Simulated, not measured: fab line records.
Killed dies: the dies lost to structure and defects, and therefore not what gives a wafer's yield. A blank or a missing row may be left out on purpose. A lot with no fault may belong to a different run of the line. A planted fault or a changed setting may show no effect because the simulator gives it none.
Which tool did it? || flow sky130 || Sampling: 7 lots, 21 wafers, 2 of 708 route steps

WHAT THE GAUGES READ, wafer by wafer
SKY_METAL2_THK_MEAS_06: measures by xrf.
{"lot": "L940", "measured": "day 34 19:05", "on": "filmMetro-01", "METAL2_ALCU_THK (nm)": "252 252 251"}
{"lot": "L943", "measured": "day 35 10:49", "on": "filmMetro-01", "METAL2_ALCU_THK (nm)": "251 248 249"}
{"lot": "L945", "measured": "day 36 07:04", "on": "filmMetro-03", "METAL2_ALCU_THK (nm)": "250 249 251"}
{"lot": "L947", "measured": "day 36 16:07", "on": "filmMetro-03", "METAL2_ALCU_THK (nm)": "250 248 250"}
{"lot": "L957", "measured": "day 39 21:44", "on": "filmMetro-01", "METAL2_ALCU_THK (nm)": "257 259 260"}
{"lot": "L960", "measured": "day 40 10:53", "on": "filmMetro-01", "METAL2_ALCU_THK (nm)": "250 249 252"}
{"lot": "L962", "measured": "day 41 00:29", "on": "filmMetro-02", "METAL2_ALCU_THK (nm)": "249 248 251"}

WHAT TOOL EACH LOT RAN ON (gives the tool, then ch and the chambers of the sampled wafers, and finally the start)
{"lot": "L940", "SKY_METAL2_SPUTTER_04": "pvdSputter-01, day 34 18:54"}
{"lot": "L943", "SKY_METAL2_SPUTTER_04": "pvdSputter-01, day 35 10:38"}
{"lot": "L945", "SKY_METAL2_SPUTTER_04": "pvdSputter-01, day 36 06:53"}
{"lot": "L947", "SKY_METAL2_SPUTTER_04": "pvdSputter-02, day 36 15:56"}
{"lot": "L957", "SKY_METAL2_SPUTTER_04": "pvdSputter-01, day 39 21:33"}
{"lot": "L960", "SKY_METAL2_SPUTTER_04": "pvdSputter-02, day 40 10:42"}
{"lot": "L962", "SKY_METAL2_SPUTTER_04": "pvdSputter-03, day 41 00:19"}
- SKY_METAL2_SPUTTER_04: material TiN, target thk 70 nm, time 58.3 s.

THE ANSWER, worked out from the rows above alone
Rule: the usual values come from the lots themselves. Put in order of their means at a reading, lots are off if they are a third of the lots or fewer, leave a main group of 4 or more, and stand apart from it by a gap of 3 or more times the standard deviation of the main group's means; of several such gaps the widest counts. A main group is skipped when, at the precision printed for the reading in the tables above, its means are all equal. Also off: a lot with no number at a reading for which 4 or more lots have one. Where the step has rows for the other lots, those lots are counted as sound.
Off: at SKY_METAL2_THK_MEAS_06 (METAL2_ALCU_THK), L957. Mean 250 nm and standard deviation 0.84 in the main group.
If a tool, at a process step before that reading, ran all the lots that are off and no sound lot after the first of them, it fits. Those tools and the gauges at SKY_METAL2_THK_MEAS_06 are tried in the same way. One candidate fits, namely pvdSputter-01 at SKY_METAL2_SPUTTER_04. A fault onset in the window from L945 (day 36 06:53, its last sound lot) to L957 (day 39 21:33, its first lot off) fits.

WHAT THE SIMULATOR HAD PUT IN
Site profile drift: pvdSputter-01, from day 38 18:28 on, at SKY_METAL2_SPUTTER_04. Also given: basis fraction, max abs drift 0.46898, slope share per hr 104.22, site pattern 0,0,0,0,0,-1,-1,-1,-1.
Lots struck among those shown: L957. The rule given above showed the same thing.
